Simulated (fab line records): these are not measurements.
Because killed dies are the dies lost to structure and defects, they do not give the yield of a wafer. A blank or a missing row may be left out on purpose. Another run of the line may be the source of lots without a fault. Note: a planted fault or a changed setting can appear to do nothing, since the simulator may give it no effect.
A struck lot beside a sound one :: flow sky130 :: 14 steps out of a route of 708
Sound: these wafers, L840.1, L840.5, L840.6. Struck: wafers L829.3, L829.5, L829.6. The cause is named last.
Per side, at each step with rows, come the tool, then ch with its chambers, and then its first start. Under that, the readings that differ: sound wafers :: struck wafers :: difference of the means :: sigmas: that difference in standard deviations of wafers without a fault.
alike: words and numbers the same on both sides, and readings whose means are apart by under 2 such deviations; not compared: readings that were withheld, readings missing a value for some wafer, numbers with overlapping values and no deviation given by the record, and bounds like >300 which may hide the same value.
Wherever a step has rows on one side only, a row that says differs or no value, or a row with sigmas, the two part there. Numbers that have no deviation but don't overlap get no sigmas and don't part them. A reading that every wafer of one side lacks parts them only if that side has two wafers or more.

first, 4 steps without rows for these wafers: SKY_METAL2_STRIP_21 (strips in post etch residue remover, time 1200 s); SKY_METAL2_CLEAN_22 (cleans in IPA, time 180 s); SKY_METAL2_CLEAN_23 (cleans in O3/DIW); SKY_VIA2_HDPCVD_00 (deposits SiO2, target thk 1180 nm, time 196.7 s).
SKY_VIA2_THK_MEAS_01:
  struck on filmMetro-03, day 38 13:14; sound on filmMetro-01, day 41 06:28
  alike: VIA2_HDPCVD_THK
SKY_VIA2_CMP_02: polishes SiO2.
  sound on cmp-02 ch 0,1,2, day 41 07:40; struck on cmp-01 ch 2,3, day 38 13:22
  alike: motorCurrentA
SKY_VIA2_BOW_MEAS_03:
  struck on filmMetro-04, day 38 13:39; sound on filmMetro-03, day 41 07:49
  alike: VIA2_BOW
then, 5 steps without rows for these wafers: SKY_VIA2_DEHYDRATE_04 (time 60 s); SKY_VIA2_HMDS_05 (prime time 60 s); SKY_VIA2_COAT_06 (resist thk 60 nm); SKY_VIA2_COAT_07 (resist thk 450 nm); SKY_VIA2_SOFTBAKE_08 (time 90 s).
SKY_VIA2_EXPOSE_09: exposes mask VIM2, target cd 200 nm.
  sound on krfScanner-01 ch 0, day 41 18:37; struck on krfScanner-01, day 39 02:18
  no value came back on the struck wafers for exposureDoseMJCm2, focusOffsetNm (nm), sigmaInner; on the sound wafers exposureDoseMJCm2 reads 37.89 37.86 37.85
  alike: mask
following that, these wafers have no rows for 1 step: SKY_VIA2_PEB_10.

WHERE THEY PART
Within this record, at SKY_VIA2_EXPOSE_09 only.

WHY: the cause the simulator had injected
Step skipped in full: krfScanner-01, at SKY_VIA2_EXPOSE_09, from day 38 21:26 onward. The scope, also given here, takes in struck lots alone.
